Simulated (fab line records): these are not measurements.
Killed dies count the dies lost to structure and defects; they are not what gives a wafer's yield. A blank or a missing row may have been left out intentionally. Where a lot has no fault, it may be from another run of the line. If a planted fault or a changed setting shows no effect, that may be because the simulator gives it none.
Which tool did it? / flow sky130 / 11 lots, 33 wafers sampled, at 5 steps of a route of 708

## WHAT THE GAUGES SHOWED, per wafer
SKY_NWELL_OVL_MEAS_10.
lot=L985; measured=day 4 22:47; on=overlay-01; NWELL_00_OVL (nm)=1.3 0.2 0.2
lot=L987; measured=day 5 14:15; on=overlay-02; NWELL_00_OVL (nm)=0.3 0.0 -0.3
lot=L986; measured=day 5 14:37; on=overlay-01; NWELL_00_OVL (nm)=- - -
lot=L994; measured=day 7 04:28; on=overlay-01; NWELL_00_OVL (nm)=0.2 -0.2 0.4
lot=L996; measured=day 7 13:29; on=overlay-01; NWELL_00_OVL (nm)=1.1 0.8 -0.1
lot=L997; measured=day 7 23:47; on=overlay-02; NWELL_00_OVL (nm)=0.3 -0.8 -1.2
lot=L998; measured=day 8 06:27; on=overlay-02; NWELL_00_OVL (nm)=0.1 -0.1 -1.7
lot=L102; measured=day 9 06:14; on=overlay-02; NWELL_00_OVL (nm)=0.0 -0.7 -0.5
lot=L105; measured=day 9 19:37; on=overlay-02; NWELL_00_OVL (nm)=-0.7 -1.0 0.0
lot=L106; measured=day 10 03:18; on=overlay-01; NWELL_00_OVL (nm)=1.4 1.9 0.5
lot=L107; measured=day 10 09:48; on=overlay-01; NWELL_00_OVL (nm)=0.9 2.2 3.0

SKY_NWELL_TW_MEAS_15.
lot=L985; measured=day 4 23:22; on=film-metro-01; NWELL_TW=1797 1788 1802
lot=L987; measured=day 5 14:50; on=film-metro-03; NWELL_TW=1791 1789 1788
lot=L986; measured=day 5 15:15; on=film-metro-04; NWELL_TW=30 30 30
lot=L994; measured=day 7 05:04; on=film-metro-03; NWELL_TW=1799 1797 1797
lot=L996; measured=day 7 14:05; on=film-metro-03; NWELL_TW=1802 1792 1797
lot=L997; measured=day 8 00:22; on=film-metro-01; NWELL_TW=1798 1819 1808
lot=L998; measured=day 8 07:02; on=film-metro-01; NWELL_TW=1802 1795 1798
lot=L102; measured=day 9 06:50; on=film-metro-03; NWELL_TW=1775 1777 1769
lot=L105; measured=day 9 20:12; on=film-metro-03; NWELL_TW=1774 1774 1770
lot=L106; measured=day 10 03:53; on=film-metro-03; NWELL_TW=1794 1788 1782
lot=L107; measured=day 10 10:23; on=film-metro-03; NWELL_TW=1789 1793 1784

SKY_POLY_GATE_CD_MEAS_13: target cd 150 nm.
lot=L985; measured=day 17 05:11; on=cd-sem-02; cd-nm (nm)=148.7 148.6 148.8
lot=L987; measured=day 18 03:05; on=cd-sem-02; cd-nm (nm)=150.9 150.8 150.2
lot=L986; measured=day 18 06:31; on=cd-sem-02; cd-nm (nm)=151.1 150.7 151.5
lot=L994; measured=day 20 21:17; on=cd-sem-01; cd-nm (nm)=150.6 150.2 150.2
lot=L996; measured=day 21 15:13; on=cd-sem-01; cd-nm (nm)=148.7 149.4 150.0
lot=L997; measured=day 22 01:23; on=cd-sem-01; cd-nm (nm)=150.8 151.6 152.8
lot=L998; measured=day 22 08:37; on=cd-sem-02; cd-nm (nm)=147.8 148.5 148.2
lot=L102; measured=day 23 19:50; on=cd-sem-01; cd-nm (nm)=149.0 148.7 148.1
lot=L105; measured=day 24 14:22; on=cd-sem-01; cd-nm (nm)=150.0 150.1 151.6
lot=L106; measured=day 24 22:02; on=cd-sem-01; cd-nm (nm)=151.1 152.0 151.4
lot=L107; measured=day 25 16:11; on=cd-sem-02; cd-nm (nm)=149.3 148.7 149.7

SKY_SD_P_TW_MEAS_11.
lot=L985; measured=day 26 05:36; on=film-metro-04; SD_P_TW=2837 2838 2838
lot=L987; measured=day 27 03:07; on=film-metro-04; SD_P_TW=2834 2829 2828
lot=L986; measured=day 27 07:14; on=film-metro-01; SD_P_TW=2787 2802 2825
lot=L994; measured=day 29 17:07; on=film-metro-04; SD_P_TW=2842 2833 2828
lot=L996; measured=day 30 12:39; on=film-metro-01; SD_P_TW=2814 2817 2799
lot=L997; measured=day 30 19:05; on=film-metro-01; SD_P_TW=2807 2815 2808
lot=L998; measured=day 31 03:55; on=film-metro-02; SD_P_TW=2808 2813 2811
lot=L102; measured=day 32 11:15; on=film-metro-01; SD_P_TW=2818 2820 2815
lot=L105; measured=day 33 01:01; on=film-metro-01; SD_P_TW=2785 2786 2787
lot=L106; measured=day 33 08:56; on=film-metro-02; SD_P_TW=2801 2805 2813
lot=L107; measured=day 34 00:16; on=film-metro-01; SD_P_TW=2812 2808 2808

## TOOL THAT RAN EACH LOT (tool first, then ch and the chambers of the sampled wafers, then the start)
lot=L985; SKY_NWELL_EXPOSE_07=iline-stepper-02 ch 0, day 4 14:28
lot=L987; SKY_NWELL_EXPOSE_07=iline-stepper-02 ch 0, day 5 04:59
lot=L986; SKY_NWELL_EXPOSE_07=iline-stepper-02 ch 0, day 5 05:11
lot=L994; SKY_NWELL_EXPOSE_07=iline-stepper-02 ch 0, day 6 18:49
lot=L996; SKY_NWELL_EXPOSE_07=iline-stepper-01 ch 0, day 7 04:14
lot=L997; SKY_NWELL_EXPOSE_07=iline-stepper-02 ch 0, day 7 13:14
lot=L998; SKY_NWELL_EXPOSE_07=iline-stepper-02 ch 0, day 7 20:41
lot=L102; SKY_NWELL_EXPOSE_07=iline-stepper-02 ch 0, day 8 20:50
lot=L105; SKY_NWELL_EXPOSE_07=iline-stepper-02 ch 0, day 9 08:17
lot=L106; SKY_NWELL_EXPOSE_07=iline-stepper-01 ch 0, day 9 16:29
lot=L107; SKY_NWELL_EXPOSE_07=iline-stepper-02 ch 0, day 9 23:05
- SKY_NWELL_EXPOSE_07: exposes mask NWM, target cd 840 nm.

## WHAT THE TOOLS THEMSELVES READ (means of the sampled wafers that have a number; where no wafer has one, the mark that the record gives instead)
SKY_NWELL_EXPOSE_07.
lot=L985; tool=iline-stepper-02; stage-vel-mm-s (mm/s)=499.84
lot=L987; tool=iline-stepper-02; stage-vel-mm-s (mm/s)=500.35
lot=L986; tool=iline-stepper-02; stage-vel-mm-s (mm/s)=500.01
lot=L994; tool=iline-stepper-02; stage-vel-mm-s (mm/s)=500.20
lot=L996; tool=iline-stepper-01; stage-vel-mm-s (mm/s)=500.06
lot=L997; tool=iline-stepper-02; stage-vel-mm-s (mm/s)=500.10
lot=L998; tool=iline-stepper-02; stage-vel-mm-s (mm/s)=500.07
lot=L102; tool=iline-stepper-02; stage-vel-mm-s (mm/s)=500.19
lot=L105; tool=iline-stepper-02; stage-vel-mm-s (mm/s)=499.77
lot=L106; tool=iline-stepper-01; stage-vel-mm-s (mm/s)=500.22
lot=L107; tool=iline-stepper-02; stage-vel-mm-s (mm/s)=500.19

## THE ANSWER, worked out from the rows above alone
Rule: the usual values come from the lots themselves. The widest of any qualifying gaps counts: lots, ordered by their means at a reading, are off when they make up no more than a third of the lots, leave a main group of 4 or more, and stand apart from it by 3 or more times the standard deviation of that group's means. A main group whose means are all the same, to the digits that the tables above print for the reading, isn't used. A lot without any number at a reading at which 4 lots or more have one is off too. Where the step has rows for the other lots, those lots are counted as sound. After the gauges, taken in route order, come the tools' own readings; for these a lot's mean is taken, as printed above. The first step at which some lot is off is used, and at that step the reading that is off furthest; a lot without a number counts as furthest.
Off: L986, seen at SKY_NWELL_OVL_MEAS_10 (NWELL_00_OVL). Without a number there: L986. The main group has a mean of 0.2 nm with a standard deviation of 0.83.
A tool fits if, at a process step before that reading, it ran every lot that is off, and no sound lot after the first of them. Not tried: the gauges at SKY_NWELL_OVL_MEAS_10; whatever is off there is also off at SKY_NWELL_TW_MEAS_15, on other tools, and gauge error can't account for it. Of those tried, none fits.

## WHAT WAS PUT IN BY THE SIMULATOR
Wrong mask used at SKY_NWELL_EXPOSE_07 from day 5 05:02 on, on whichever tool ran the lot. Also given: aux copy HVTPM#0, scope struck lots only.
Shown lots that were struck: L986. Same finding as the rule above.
